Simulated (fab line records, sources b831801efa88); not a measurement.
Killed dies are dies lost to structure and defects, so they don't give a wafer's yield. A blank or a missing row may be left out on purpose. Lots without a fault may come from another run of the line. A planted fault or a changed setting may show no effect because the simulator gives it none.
fab line records | flow gf180mcu | part 2 of 2: steps 30 to 43 of 43
record lots=5 wafers=15 last_day=33
route steps=602 shown V3@448 M4@456 V4@476
lots that met no fault: from a run of the same line without faults
start_h: hours from the record's first day to the start of the lot's first wafer shown | wait_h: hours since the lot's step before | " the same as in the row above | L1.1+2: a row that stands for several wafers | - no value, or no start given | * or withheld: withheld | < > ~ a bound
route shown NAME@n: a module of which the file shows steps, and the number in the route of the first | usual: mean/standard deviation of fault-free wafers | same: alike in all rows | chamber/n: place in a boat | sites: the reading at each site | _std_site: their standard deviation | _edge_site: outer sites' mean less inner sites' | radius_mm: how far each site lies from the wafer's centre | mask NAME#n: copy n | behind: the tool/chamber that last shaped the wafer | hold: why the lot was held/for how many hours/how that ended | device: the transistor (n, p or np) that didn't switch | end of line: the same wafers' tests at the end of the route | a step without rows: its recipe alone | killed: dies lost to structure and defects at the first sort, not the wafer's yield | map: a wafer's dies, x killed, . not, _ none there
set.NAME: the setting as run; set.NAME@STEP: as run at that earlier step | model.NAME: the simulator's own value behind a step, which no gauge read
lots at some steps of the route; a table a step, a row a wafer
services: from which hour (start_h, from the record's first day; less than 0 if before it) a tool's chamber was out of use, for how many hours, and why
## steps
# step GF_V4_THK_MEAS_01
# recipe reads=SiO2_of_V4_CVD_00
# usual V4_CVD_00_THK=585/5.2
# columns lot.wafer tool chamber start_h wait_h V4_CVD_00_THK[nm]
L075.2 film_metro-04 - 536.92 0.0 583
L075.3 " - " " 574
L075.5 " - " " 584
L077.3 film_metro-03 - 559.66 0.1 573
L077.5 " - " " 583
L077.6 " - " " 575
L078.2 film_metro-02 - 570.08 0.0 583
L078.3 " - " " 585
L078.4 " - " " 588
L091.1 film_metro-04 - 676.05 0.0 587
L091.3 " - " " 583
L091.4 " - " " 588
L090.3 film_metro-02 - 677.22 0.1 583
L090.4 " - " " 589
L090.5 " - " " 586
# step GF_V4_CVD_02
# recipe material=SiO2 target_thk_nm=850 precursor=TEOS temp_c=400 time_s=94.851 rf_w=600
# usual heater_power_w=655/110
# columns lot.wafer tool chamber start_h wait_h heater_power_w
L075.2 pecvd-02 1 536.97 0.0 653
L075.3 " 0 " " 812
L075.5 " 2 " " 636
L077.3 pecvd-02 2 559.74 0.1 722
L077.5 " 2 " " 775
L077.6 " 0 " " 695
L078.2 pecvd-02 2 570.13 0.0 738
L078.3 " 0 " " 824
L078.4 " 2 " " 792
L091.1 pecvd-02 1 676.11 0.1 666
L091.3 " 2 " " 766
L091.4 " 1 " " 540
L090.3 pecvd-03 1 677.26 0.0 672
L090.4 " 2 " " 508
L090.5 " 0 " " 497
# step GF_V4_THK_MEAS_03
# recipe reads=SiO2_of_V4_CVD_02
# usual V4_CVD_02_THK=847/11
# columns lot.wafer tool chamber start_h wait_h V4_CVD_02_THK[nm]
L075.2 film_metro-02 - 537.05 0.0 828
L075.3 " - " " 831
L075.5 " - " " 857
L077.3 film_metro-02 - 559.83 0.1 854
L077.5 " - " " 847
L077.6 " - " " 855
L078.2 film_metro-02 - 570.24 0.1 828
L078.3 " - " " 839
L078.4 " - " " 844
L091.1 film_metro-03 - 676.18 0.0 850
L091.3 " - " " 850
L091.4 " - " " 837
L090.3 film_metro-03 - 677.35 0.1 844
L090.4 " - " " 857
L090.5 " - " " 875
# step GF_V4_CMP_04
# recipe material=SiO2 down_force_psi=4 platen_rpm=60 pad_velocity_m_s=0.94248
# usual head_pressure_psi=4.000/0.0087 motor_current_A=11.3/1.2 time_to_endpoint_s=74/4.8
# columns lot.wafer tool chamber start_h wait_h head_pressure_psi motor_current_A time_to_endpoint_s
L075.2 cmp-01 2 537.15 0.1 3.980 10.8 70
L075.3 " 3 " " 4.011 12.0 65
L075.5 " 1 " " 4.003 13.3 81
L077.3 cmp-01 1 559.97 0.1 4.000 13.1 76
L077.6 " 1 " " 4.006 13.2 77
L077.5 " 2 " " 3.992 10.4 76
L078.4 cmp-01 2 570.29 0.0 3.995 10.6 76
L078.2 " 3 " " 3.991 11.4 68
L078.3 " 1 " " 4.010 12.7 76
L091.3 cmp-01 1 676.29 0.1 3.985 12.4 76
L091.1 " 2 " " 4.008 10.2 76
L091.4 " 3 " " 3.990 12.1 71
L090.4 cmp-01 1 677.49 0.1 3.992 12.8 82
L090.3 " 2 " " 4.009 10.9 77
L090.5 " 0 " " 3.979 9.8 87
# step GF_V4_BOW_MEAS_05
# recipe mode=bow
# usual V4_BOW=139/8
# columns lot.wafer tool chamber start_h wait_h V4_BOW[um]
L075.2 film_metro-02 - 537.42 0.2 140
L075.3 " - " " 140
L075.5 " - " " 143
L077.3 film_metro-02 - 560.31 0.3 137
L077.5 " - " " 129
L077.6 " - " " 125
L078.2 film_metro-03 - 570.61 0.2 133
L078.3 " - " " 145
L078.4 " - " " 127
L091.1 film_metro-02 - 676.57 0.2 140
L091.3 " - " " 139
L091.4 " - " " 137
L090.3 film_metro-04 - 677.73 0.1 135
L090.4 " - " " 157
L090.5 " - " " 145
# step GF_V4_DEHYDRATE_06
# recipe temp_c=200 time_s=60
# columns lot.wafer tool chamber start_h wait_h
L075.2+3+5 litho_track-02 0 548.31 10.9
L077.3+5+6 litho_track-02 0 571.08 10.8
L078.2+3+4 litho_track-02 0 581.25 10.6
L091.1+3+4 litho_track-01 0 685.36 8.8
L090.3+4+5 litho_track-01 0 686.91 9.2
# step GF_V4_HMDS_07
# recipe prime_time_s=60 prime_temp_c=120
# columns lot.wafer tool chamber start_h wait_h
L075.2+3+5 litho_track-02 0 548.46 0.1
L077.3+5+6 litho_track-02 0 571.23 0.1
L078.2+3+4 litho_track-02 0 581.40 0.1
L091.1+3+4 litho_track-01 0 685.51 0.1
L090.3+4+5 litho_track-01 0 687.06 0.1
# step GF_V4_COAT_08
# recipe resist=BARC temp_c=withheld time_s=withheld spin_rpm=withheld resist_thk_nm=withheld
# columns lot.wafer tool chamber start_h wait_h
L075.2+3+5 litho_track-02 0 548.61 0.1
L077.3+5+6 litho_track-02 0 571.38 0.1
L078.2+3+4 litho_track-02 0 581.55 0.1
L091.1+3+4 litho_track-01 0 685.66 0.1
L090.3+4+5 litho_track-01 0 687.21 0.1
# step GF_V4_COAT_09
# recipe resist=KrF spin_rpm=withheld resist_thk_nm=1000
# columns lot.wafer tool chamber start_h wait_h
L075.2+3+5 litho_track-02 0 - -
L077.3+5+6 litho_track-02 0 - -
L078.2+3+4 litho_track-02 0 - -
L091.1+3+4 litho_track-01 0 - -
L090.3+4+5 litho_track-01 0 - -
# step GF_V4_SOFTBAKE_10
# recipe temp_c=130 time_s=60 resist=KrF
# columns lot.wafer tool chamber start_h wait_h
L075.2+3+5 litho_track-02 0 - -
L077.3+5+6 litho_track-02 0 - -
L078.2+3+4 litho_track-02 0 - -
L091.1+3+4 litho_track-01 0 - -
L090.3+4+5 litho_track-01 0 - -
# step GF_V4_EXPOSE_11
# recipe mask_id=Via4 target_cd_nm=260 na=0.68 source_shape=conventional sigma_outer=0.6 dose_mj=38
# usual focus_offset_nm=0.0/0.48
# columns lot.wafer tool chamber start_h wait_h mask focus_offset_nm
L075.2 krf_scanner-01 0 - - Via4#0 0.3
L075.3 " 0 " " Via4#0 0.2
L075.5 " 0 " " Via4#0 0.1
L077.3 krf_scanner-01 0 - - Via4#0 -0.1
L077.5 " 0 " " Via4#0 -0.3
L077.6 " 0 " " Via4#0 -0.7
L078.2 krf_scanner-01 0 - - Via4#0 -0.3
L078.3 " 0 " " Via4#0 0.1
L078.4 " 0 " " Via4#0 -0.5
L091.1 krf_scanner-02 0 - - Via4#0 -0.3
L091.3 " 0 " " Via4#0 -0.4
L091.4 " 0 " " Via4#0 -0.8
L090.3 krf_scanner-01 0 - - Via4#0 0.5
L090.4 " 0 " " Via4#0 0.0
L090.5 " 0 " " Via4#0 -0.3
# step GF_V4_PEB_12
# recipe peb_temp_c=135 peb_time_s=90 resist=KrF
# same peb_time_s=90
# columns lot.wafer tool chamber start_h wait_h
L075.2+3+5 litho_track-02 0 - -
L077.3+5+6 litho_track-04 0 - -
L078.2+3+4 litho_track-04 0 - -
L091.1+3+4 litho_track-04 0 - -
L090.3+4+5 litho_track-04 0 - -
# step GF_V4_DEVELOP_13
# recipe develop_time_s=60 resist=KrF dev_temp_c=21
# columns lot.wafer tool chamber start_h wait_h
L075.2+3+5 litho_track-02 0 560.46 0.2
L077.3+5+6 litho_track-04 0 582.21 0.1
L078.2+3+4 litho_track-04 0 592.23 0.2
L091.1+3+4 litho_track-04 0 694.46 0.2
L090.3+4+5 litho_track-04 0 696.66 0.1
# step GF_V4_CD_MEAS_14
# recipe target_cd_nm=260
# usual cd_nm=260.6/1.4
# columns lot.wafer tool chamber start_h wait_h cd_nm
L075.2 cd_sem-01 - 560.60 0.1 262.6
L075.3 " - " " 262.0
L075.5 " - " " 261.6
L077.3 cd_sem-02 - 582.35 0.1 261.3
L077.5 " - " " 260.5
L077.6 " - " " 261.2
L078.2 cd_sem-01 - 592.38 0.1 260.8
L078.3 " - " " 260.5
L078.4 " - " " 262.0
L091.1 cd_sem-02 - 694.61 0.1 259.7
L091.3 " - " " 259.9
L091.4 " - " " 259.5
L090.3 cd_sem-01 - 696.80 0.1 261.8
L090.4 " - " " 261.1
L090.5 " - " " 260.4
## services
# columns tool chamber start_h hours kind
wet_bench-04 - 506.82 3.2 repair
cmp-01 - 508.21 10.6 pm
pvd_sputter-04 - 513.59 2.8 repair
krf_scanner-01 - 514.74 1.3 pm
pvd_sputter-01 - 520.69 1.6 repair
cmp-02 - 531.26 1.4 repair
pvd_sputter-04 - 541.92 0.6 repair
krf_scanner-02 - 543.59 1.3 pm
pecvd-02 1 550.22 28.0 repair
pvd_sputter-02 - 560.54 0.5 repair
krf_scanner-02 - 570.52 0.8 pm
krf_scanner-01 - 576.04 0.3 repair
krf_scanner-01 - 577.93 1.0 pm
cmp-01 - 606.45 1.6 repair
wet_bench-02 - 622.31 2.4 repair
krf_scanner-01 - 633.14 1.0 repair
hdpcvd-01 - 638.88 0.3 repair
krf_scanner-01 - 643.14 0.8 pm
pvd_sputter-01 - 648.02 6.2 repair
wet_bench-01 - 655.84 1.9 pm
hdpcvd-01 0 660.20 4.3 repair
hdpcvd-01 - 679.53 2.8 pm
cmp-01 - 687.69 1.5 repair
krf_scanner-01 - 690.64 1.3 pm
